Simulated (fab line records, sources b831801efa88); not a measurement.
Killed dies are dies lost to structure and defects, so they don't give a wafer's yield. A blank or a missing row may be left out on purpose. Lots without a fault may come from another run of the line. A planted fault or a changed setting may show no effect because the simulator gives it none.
One fault seen from 2 desks | flow sky130 | each desk has only its own numbers; what lay behind them comes last

THE METROLOGY DESK
What the gauges read, lot by lot, whatever tool the lot ran on: means of the sampled wafers that have a number. A lot is out of limits, marked OUT, if its mean lies more than 4 standard deviations from the usual mean; the brackets give that distance.
Columns: A = METAL5_ALCU_RS at SKY_METAL5_RS_MEAS_05, usual 0.0272 ohm/sq; B = PASSIVATION_CVD_02_THK at SKY_PASSIVATION_THK_MEAS_03, usual 533 nm; C = PAD_OPEN_BOW at SKY_PAD_OPEN_BOW_MEAS_13, usual 47 um
lot  | first seen here | A      | B   | C
L601 | day 42 17:34    | 0.0275 | 526 | 44
L602 | day 43 10:05    | 0.0269 | 530 | 47
L604 | day 43 22:54    | 0.0268 | 537 | 53
L607 | day 44 14:41    | 0.0270 | 534 | 48
L608 | day 45 01:14    | 0.0272 | 528 | 46
L613 | day 46 09:00    | 0.0274 | 532 | 38
L616 | day 47 09:26    | 0.0276 | 534 | 51
L618 | day 47 10:14    | 0.0270 | 540 | 54
L619 | day 47 14:43    | 0.0267 | 529 | 50
L620 | day 48 00:59    | 0.0271 | 525 | 45
L622 | day 48 02:41    | 0.0276 | 537 | 44
L621 | day 48 03:22    | 0.0270 | 544 | 32
L624 | day 48 19:25    | 0.0278 | 534 | 42
This desk's finding: nothing out of limits on any of the 13 lots.

THE TOOL OWNER'S DESK: pvd_sputter-04
The tool's own readings at SKY_METAL3_SPUTTER_04 (material TiN, target thk 70 nm, time 58.3 s): means of the sampled wafers that have a number, for each lot that ran on this tool. A lot is out of limits, marked OUT, if its mean lies more than 4 standard deviations from the usual mean; the brackets give that distance.
Columns: A = throttle_valve_pct at SKY_METAL3_SPUTTER_04, usual 30.2 %
lot  | first seen here | A
L601 | day 36 05:02    | 30.0
L602 | day 37 00:01    | 29.2
L607 | day 38 08:18    | 30.5
L608 | day 38 21:14    | 30.2
L618 | day 41 13:59    | 30.1
L619 | day 41 20:40    | 29.0
L624 | day 43 05:55    | 30.4
This desk's finding: nothing out of limits on any of the 7 lots.

PUT TOGETHER
The metrology desk saw nothing out of limits.
The tool owner's desk saw nothing out of limits.

WHAT THE SIMULATOR HAD PUT IN
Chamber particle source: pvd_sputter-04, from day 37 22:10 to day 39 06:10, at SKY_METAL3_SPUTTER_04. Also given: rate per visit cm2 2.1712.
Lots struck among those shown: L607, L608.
